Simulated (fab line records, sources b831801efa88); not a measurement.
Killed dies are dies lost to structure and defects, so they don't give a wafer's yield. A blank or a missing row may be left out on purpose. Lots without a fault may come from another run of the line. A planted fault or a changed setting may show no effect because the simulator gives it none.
Tool commonality check | flow gf180mcu | 12 lots, 35 wafers sampled

WHY IT WAS OPENED
At GF_HV_LDD_TW_MEAS_23 the reading HV_LDD_2_TW is flagged on 3 of 12 lots. Wafers without a fault read 1060, standard deviation 15.
Rule: a lot is flagged when every wafer of it that has a number lies more than 4 standard deviations from that mean, or none has a number. The other lots count as sound.

lot  | measured     | on            | HV_LDD_2_TW, wafer by wafer | flag
L185 | day 12 04:35 | film_metro-01 | 1064 1054 1053              |
L186 | day 12 18:01 | film_metro-04 | 1072 1077 1077              |
L187 | day 13 05:46 | film_metro-01 | 1053 1053                   |
L188 | day 13 09:01 | film_metro-03 | 1051 1050 1051              |
L189 | day 13 12:52 | film_metro-03 | 1048 1048 1047              |
L191 | day 14 03:19 | film_metro-01 | 1052 1052 1057              |
L192 | day 14 14:19 | film_metro-04 | 932 936 933                 | FLAGGED
L193 | day 14 20:07 | film_metro-04 | 930 932 936                 | FLAGGED
L194 | day 15 03:10 | film_metro-04 | 925 936 930                 | FLAGGED
L195 | day 15 10:20 | film_metro-04 | 1086 1079 1086              |
L201 | day 17 09:37 | film_metro-01 | 1048 1047 1042              |
L202 | day 17 20:01 | film_metro-01 | 1043 1047 1050              |
The numbers of the flagged lots are 932 on average: -128 against the usual, or -9 standard deviations.

WHICH TOOL RAN EACH LOT
The record holds 2 process steps before the reading, out of a route of 602 steps. In each cell: the tool, then ch and the chambers that the sampled wafers went through, then the start.
lot  | flag    | GF_DUAL_GATE_STRIP_13                | GF_HV_LDD_IMPLANT_21
L185 |         | plasma_asher-03 ch 0,1, day 9 14:06  | implanter-01 ch 0, day 12 04:23
L186 |         | plasma_asher-01 ch 0,1, day 10 03:46 | implanter-04 ch 0, day 12 17:47
L187 |         | plasma_asher-01 ch 1, day 10 14:37   | implanter-01 ch 0, day 13 05:31
L188 |         | plasma_asher-03 ch 0,1, day 10 17:31 | implanter-01 ch 0, day 13 08:46
L189 |         | plasma_asher-03 ch 0,1, day 10 21:37 | implanter-01 ch 0, day 13 12:37
L191 |         | plasma_asher-01 ch 0,1, day 11 11:07 | implanter-04 ch 0, day 14 03:04
L192 | FLAGGED | plasma_asher-01 ch 0,1, day 11 21:10 | implanter-01 ch 0, day 14 14:04
L193 | FLAGGED | plasma_asher-03 ch 0,1, day 12 02:49 | implanter-01 ch 0, day 14 19:53
L194 | FLAGGED | plasma_asher-03 ch 1, day 12 09:04   | implanter-01 ch 0, day 15 02:56
L195 |         | plasma_asher-04 ch 0,1, day 12 14:53 | implanter-04 ch 0, day 15 10:07
L201 |         | plasma_asher-01 ch 0,1, day 14 10:25 | implanter-01 ch 0, day 17 09:22
L202 |         | plasma_asher-04 ch 0,1, day 14 16:04 | implanter-01 ch 0, day 17 19:47
What these steps do:
- GF_DUAL_GATE_STRIP_13: strips in O2/N2.
- GF_HV_LDD_IMPLANT_21
- GF_HV_LDD_TW_MEAS_23

FLAGGED OVER TOTAL, TOOL BY TOOL (the gauges that took the reading come last)
step                  | tool            | lots run | flagged | share of the flagged lots | sound lots run after its first flagged lot
GF_DUAL_GATE_STRIP_13 | plasma_asher-01 | 5        | 1       | some                      | 1 (L201)
GF_DUAL_GATE_STRIP_13 | plasma_asher-03 | 5        | 2       | some                      | 0
GF_DUAL_GATE_STRIP_13 | plasma_asher-04 | 2        | 0       | none                      | -
GF_HV_LDD_IMPLANT_21  | implanter-01    | 9        | 3       | all                       | 2 (L201,L202)
GF_HV_LDD_IMPLANT_21  | implanter-04    | 3        | 0       | none                      | -
GF_HV_LDD_TW_MEAS_23  | film_metro-01   | 5        | 0       | none                      | -
GF_HV_LDD_TW_MEAS_23  | film_metro-03   | 2        | 0       | none                      | -
GF_HV_LDD_TW_MEAS_23  | film_metro-04   | 5        | 3       | all                       | 1 (L195)

WHAT THE TABLE ALLOWS
2 rows of the table ran every flagged lot: implanter-01 at GF_HV_LDD_IMPLANT_21, film_metro-04 at GF_HV_LDD_TW_MEAS_23.
- implanter-01 at GF_HV_LDD_IMPLANT_21: 3 of its 9 lots flagged. Sound lots ran on it after the first flagged one (L201, L202), which a lasting fault on the whole tool wouldn't allow. Its own readings lie more than 4 standard deviations out on every wafer of the flagged lots: dose_ions_cm2, faraday_current_uA.
- film_metro-04 at GF_HV_LDD_TW_MEAS_23: 3 of its 5 lots flagged. Sound lots ran on it after the first flagged one (L195), which a lasting fault on the whole tool wouldn't allow.
No row of the table ran every flagged lot and no sound lot after the first.

WHAT THE SIMULATOR HAD PUT IN
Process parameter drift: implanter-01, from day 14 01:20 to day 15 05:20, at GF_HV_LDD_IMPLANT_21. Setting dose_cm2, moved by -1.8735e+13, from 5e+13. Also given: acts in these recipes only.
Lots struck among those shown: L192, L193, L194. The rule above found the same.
